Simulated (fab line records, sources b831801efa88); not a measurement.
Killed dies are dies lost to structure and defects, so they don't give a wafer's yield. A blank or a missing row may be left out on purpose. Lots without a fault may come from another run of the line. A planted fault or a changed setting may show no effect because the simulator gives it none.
A struck lot beside a sound one | flow sky130 | 22 steps out of a route of 708
Sound: wafers L887.1, L887.2, L887.6. Struck: wafers L894.1, L894.2, L894.6. The cause comes at the end.
At each step with rows: each side's tool, then ch and its chambers, then its first start. Under that, the readings that differ: sound wafers | struck wafers | difference of the means | sigmas: that difference in standard deviations of wafers without a fault.
alike: readings whose means differ by less than 2 such deviations, and words and numbers that are the same on both sides. not compared: withheld readings, readings that some wafer has no value for, bounds like >300 that may hide the same value, and numbers for which the record gives no deviation and whose values overlap.
The two part at a step that has a row with sigmas, a row that says differs or no value, or rows on one side only. Numbers that don't overlap but have no deviation are shown without sigmas and don't part them. A reading that every wafer of one side lacks parts them only if that side has two wafers or more.

first, 4 steps without rows for these wafers: SKY_NWELL_SOFTBAKE_06; SKY_NWELL_EXPOSE_07 (exposes mask NWM, target cd 840 nm); SKY_NWELL_PEB_08; SKY_NWELL_DEVELOP_09 (develop time 60 s).
SKY_NWELL_OVL_MEAS_10:
  sound on overlay-02, day 6 03:57; struck on overlay-02, day 7 13:41
  alike: NWELL_00_OVL
then, 3 steps without rows for these wafers: SKY_NWELL_IMPLANT_11; SKY_NWELL_IMPLANT_12; SKY_NWELL_IMPLANT_13.
SKY_NWELL_STRIP_14: strips in O2/N2.
  sound on plasma_asher-04 ch 0,1, day 6 04:26; struck on plasma_asher-01 ch 0,1, day 7 14:10
  alike: drypump_motor_current_A, oes_product_au, strip_time_to_endpoint_s
  not compared: rf_hours_counter_h
SKY_NWELL_TW_MEAS_15:
  sound on film_metro-02, day 6 04:32; struck on film_metro-03, day 7 14:16
  alike: NWELL_TW
then, 2 steps without rows for these wafers: SKY_NWELL_DEHYDRATE_16 (time 60 s); SKY_NWELL_HMDS_17 (prime time 60 s).
SKY_NWELL_COAT_18: resist thk 3000 nm.
  sound on litho_track-01 ch 0, day 6 13:29; struck on litho_track-01 ch 0, day 7 23:11
  reading                                 | sound          | struck         | difference | sigmas
  model.coat_of_NWELL_COAT_18.thk_nm (nm) | 3002 3000 3002 | 2558 2554 2540 | -451       |
then, 3 steps without rows for these wafers: SKY_NWELL_SOFTBAKE_19; SKY_NWELL_EXPOSE_20 (exposes mask NWM COMPLEMENT, target cd 840 nm); SKY_NWELL_PEB_21.
SKY_NWELL_DEVELOP_22: develop time 60 s.
  sound on litho_track-04 ch 0; struck on litho_track-03 ch 0
  reading                                 | sound          | struck         | difference | sigmas
  model.coat_of_NWELL_COAT_18.thk_nm (nm) | 2998 2996 2998 | 2553 2550 2536 | -451       |
SKY_NWELL_OVL_MEAS_23:
  sound on overlay-02, day 6 23:45; struck on overlay-02, day 8 10:02
  alike: NWELL_01_OVL
then, 1 step without rows for these wafers: SKY_NWELL_IMPLANT_24.
SKY_NWELL_STRIP_25: strips in O2/N2.
  sound on plasma_asher-02 ch 0,1, day 6 23:56; struck on plasma_asher-04 ch 0,1, day 8 10:13
  reading                      | sound             | struck            | difference | sigmas
  strip_time_to_endpoint_s (s) | 36.94 36.92 36.94 | 31.80 31.81 31.64 | -5.18      | -58
  alike: drypump_motor_current_A, oes_product_au
  not compared: rf_hours_counter_h
SKY_NWELL_TW_MEAS_26:
  sound on film_metro-03, day 7 00:02; struck on film_metro-03, day 8 10:19
  alike: NWELL_2_TW
-- the record jumps here: 40 days lie between the struck wafers' starts before and after (it left off in module NWELL and takes up again in module PAD_OPEN, whose first step shown is number 708 of the route) --
SKY_PAD_OPEN_PROBE_99:
  sound on prober-01, day 47 14:56; struck on prober-02, day 48 19:25
  reading                                 | sound             | struck            | difference | sigmas
  model.etest.res_iso_pwell.width_nm (nm) | 2663 2666 2675    | 2687 2686 2682    | +17        |
  model.etest.res_nwell.width_nm (nm)     | 833.1 833.6 837.5 | 821.6 814.6 822.4 | -15.2      |
  alike: killed_at_M0_to_M3, killed_at_M4_up, killed_at_contacts, killed_at_front_end, killed_at_other, killed_dies, killed_open, killed_short

WHERE THEY PART
Only at SKY_NWELL_STRIP_25, within this record. Later steps at which nothing parts them and some readings are alike: SKY_NWELL_TW_MEAS_26, SKY_PAD_OPEN_PROBE_99.

WHY: what the simulator had put in
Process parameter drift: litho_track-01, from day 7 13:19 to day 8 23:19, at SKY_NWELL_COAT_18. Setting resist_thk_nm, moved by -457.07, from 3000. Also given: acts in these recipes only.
